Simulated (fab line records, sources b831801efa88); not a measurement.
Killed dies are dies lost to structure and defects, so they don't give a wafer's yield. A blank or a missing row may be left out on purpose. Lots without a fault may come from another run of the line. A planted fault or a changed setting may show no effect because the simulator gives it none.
A struck lot beside a sound one | flow sky130 | 26 steps out of a route of 708
Sound: wafers L310.1, L310.5, L310.6. Struck: wafers L300.1, L300.2, L300.4. The cause comes at the end.
At each step with rows: each side's tool, then ch and its chambers, then its first start. Under that, the readings that differ: sound wafers | struck wafers | difference of the means | sigmas: that difference in standard deviations of wafers without a fault.
alike: readings whose means differ by less than 2 such deviations, and words and numbers that are the same on both sides. not compared: withheld readings, readings that some wafer has no value for, bounds like >300 that may hide the same value, and numbers for which the record gives no deviation and whose values overlap.
The two part at a step that has a row with sigmas, a row that says differs or no value, or rows on one side only. Numbers that don't overlap but have no deviation are shown without sigmas and don't part them. A reading that every wafer of one side lacks parts them only if that side has two wafers or more.

first, 5 steps without rows for these wafers: SKY_GATE_OXIDE_COAT_05 (resist thk 1140 nm); SKY_GATE_OXIDE_SOFTBAKE_06 (time 60 s); SKY_GATE_OXIDE_EXPOSE_07 (exposes mask LVOM, target cd 600 nm); SKY_GATE_OXIDE_PEB_08; SKY_GATE_OXIDE_DEVELOP_09 (develop time 60 s).
SKY_GATE_OXIDE_OVL_MEAS_10:
  sound on overlay-02, day 19 13:29; struck on overlay-02, day 16 05:33
  alike: GATE_OXIDE_OVL
then, 2 steps without rows for these wafers: SKY_GATE_OXIDE_IMPLANT_11; SKY_GATE_OXIDE_WET_ETCH_12 (etches SiO2 in dHF, target depth 16.8 nm, time 336 s).
SKY_GATE_OXIDE_STRIP_13: strips in O2/N2.
  sound on plasma_asher-01 ch 0,1, day 19 13:46; struck on plasma_asher-02 ch 0,1, day 16 05:50
  alike: drypump_motor_current_A, oes_product_au, strip_time_to_endpoint_s
  not compared: rf_hours_counter_h
SKY_GATE_OXIDE_TW_MEAS_14:
  sound on film_metro-04, day 19 13:52; struck on film_metro-02, day 16 05:56
  alike: GATE_OXIDE_TW
then, 2 steps without rows for these wafers: SKY_GATE_OXIDE_CLEAN_15 (cleans in SC1/SC2, time 150 s); SKY_GATE_OXIDE_OXIDATION_16 (stabilise 600 s, purge 300 s, target thk 3.57 nm).
SKY_POLY_GATE_CVD_00: deposits poly-Si, target thk 180 nm, time 720 s.
  sound on lpcvd-01 ch 1, day 19 16:26; struck on lpcvd-01 ch 1, day 16 08:34
  reading                                       | sound           | struck          | difference | sigmas
  model.poly-Si_of_POLY_GATE_CVD_00.thk_nm (nm) | 181.8 182.8 182 | 261 259.8 261.7 | +79        |
  alike: zone_power_centre_pct
SKY_POLY_GATE_THK_MEAS_01:
  sound on film_metro-02, day 19 17:38; struck on film_metro-03, day 16 09:46
  reading                   | sound             | struck            | difference | sigmas
  POLY_GATE_CVD_00_THK (nm) | 181.8 183.0 182.0 | 261.1 259.5 261.7 | +78.5      | +56
then, 8 steps without rows for these wafers: SKY_RES_PROTECT_DEHYDRATE_00 (time 60 s); SKY_RES_PROTECT_HMDS_01 (prime time 60 s); SKY_RES_PROTECT_COAT_02 (resist thk 1140 nm); SKY_RES_PROTECT_SOFTBAKE_03 (time 60 s); SKY_RES_PROTECT_EXPOSE_04 (exposes mask RPM, target cd 1270 nm); SKY_RES_PROTECT_PEB_05; SKY_RES_PROTECT_DEVELOP_06 (develop time 60 s); SKY_POLY_GATE_IMPLANT_02.
SKY_RES_PROTECT_STRIP_07: strips in O2/N2.
  sound on plasma_asher-01 ch 0,1, day 21 00:48; struck on plasma_asher-02 ch 0,1, day 17 14:21
  alike: drypump_motor_current_A, oes_product_au, strip_time_to_endpoint_s
  not compared: rf_hours_counter_h
SKY_RES_PROTECT_TW_MEAS_08:
  sound on film_metro-03, day 21 00:54; struck on film_metro-01, day 17 14:27
  reading      | sound          | struck         | difference | sigmas
  POLY_GATE_TW | 3963 3947 3980 | 4090 4092 4076 | +123       | +3
SKY_RES_PROTECT_CLEAN_09: cleans in SC1/SC2, time 150 s.
  sound on wet_bench-04 ch 0, day 21 00:58; struck on wet_bench-03 ch 1, day 17 14:31
  reading                                       | sound             | struck          | difference | sigmas
  model.poly-Si_of_POLY_GATE_CVD_00.thk_nm (nm) | 181.2 182.2 181.4 | 260.4 259.1 261 | +78.6      |
then, 1 step without rows for these wafers: SKY_POLY_GATE_CVD_03 (deposits Si3N4 from DCS/NH3, target thk 75 nm, time 1290 s).

WHERE THEY PART
First at SKY_POLY_GATE_THK_MEAS_01; last, within this record, at SKY_RES_PROTECT_TW_MEAS_08.

WHY: what the simulator had put in
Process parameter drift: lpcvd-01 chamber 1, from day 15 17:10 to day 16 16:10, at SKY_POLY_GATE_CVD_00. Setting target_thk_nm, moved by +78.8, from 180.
